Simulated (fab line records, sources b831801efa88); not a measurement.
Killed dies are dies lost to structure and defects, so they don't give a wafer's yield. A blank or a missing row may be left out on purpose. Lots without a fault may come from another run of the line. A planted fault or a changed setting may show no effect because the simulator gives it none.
One fault seen from 2 desks | flow gf180mcu | each desk has only its own numbers; what lay behind them comes last

THE METROLOGY DESK
What the gauges read, lot by lot, whatever tool the lot ran on: means of the sampled wafers that have a number. A lot is out of limits, marked OUT, if its mean lies more than 4 standard deviations from the usual mean; the brackets give that distance.
Columns: A = cd_nm at GF_HV_LDD_CD_MEAS_19, usual 399.8 nm; B = HV_LDD_01_OVL at GF_HV_LDD_OVL_MEAS_20, usual -0.3 nm; C = HV_LDD_02_OVL at GF_HV_LDD_OVL_MEAS_32, usual -1.3 nm
lot  | first seen here | A     | B    | C
L534 | day 10 20:53    | 403.2 | -2.4 | 0.0
L535 | day 11 06:52    | 396.9 | -0.4 | -2.6
L536 | day 11 14:28    | 401.2 | 0.4  | -1.1
L538 | day 12 08:52    | 399.2 | 0.9  | -1.7
L539 | day 12 21:25    | 401.1 | -1.0 | 0.6
L540 | day 13 03:52    | 397.8 | 0.5  | -1.7
L541 | day 13 19:19    | 400.9 | -1.7 | -1.6
L543 | day 13 23:37    | 400.0 | 0.6  | -2.4
L544 | day 14 08:14    | 399.4 | 1.3  | -2.6
L546 | day 14 16:52    | 398.5 | -1.8 | -3.0
L547 | day 15 05:22    | 398.9 | 0.2  | -1.1
L553 | day 17 06:22    | 401.9 | -1.5 | -1.0
L555 | day 17 10:31    | 400.1 | -0.6 | 0.1
L557 | day 18 08:11    | 399.7 | 0.4  | -0.8
This desk's finding: nothing out of limits on any of the 14 lots.

THE TOOL OWNER'S DESK: litho_track-04
The tool's own readings at GF_PSD_DEVELOP_06 (develop time 60 s): means of the sampled wafers that have a number, for each lot that ran on this tool. A lot is out of limits, marked OUT, if its mean lies more than 4 standard deviations from the usual mean; the brackets give that distance.
Columns: A = developer_temp_C at GF_PSD_DEVELOP_06, usual 23.00 C
lot  | first seen here | A
L535 | day 14 19:15    | 22.89
L539 | day 16 15:12    | 23.00
L543 | day 17 21:51    | 23.12
L544 | day 18 07:41    | 23.04
L546 | day 18 15:57    | 22.98
L547 | day 19 04:45    | 22.96
L553 | day 21 13:54    | 25.30 (+23) OUT
L555 | day 21 16:48    | 25.51 (+25) OUT
This desk's finding: out of limits on L553, L555; first on L553, day 21 13:54 (developer_temp_C at GF_PSD_DEVELOP_06). In limits: L535, L539, L543, L544, L546, L547.

PUT TOGETHER
The tool owner's desk could have raised an alarm at day 21 13:54, on L553, L555.
The metrology desk saw nothing out of limits.
The metrology desk has L553, L555 on record, within its limits.
Of the lots named, all ran GF_PSD_DEVELOP_06 on litho_track-04.

WHAT THE SIMULATOR HAD PUT IN
Process parameter drift: litho_track-04, from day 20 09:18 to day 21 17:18, at GF_PSD_DEVELOP_06. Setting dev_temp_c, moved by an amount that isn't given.
Lots struck among those shown: L553, L555.
Hours from the fault's start to each desk's first reading out of limits: the tool owner's desk, 29.
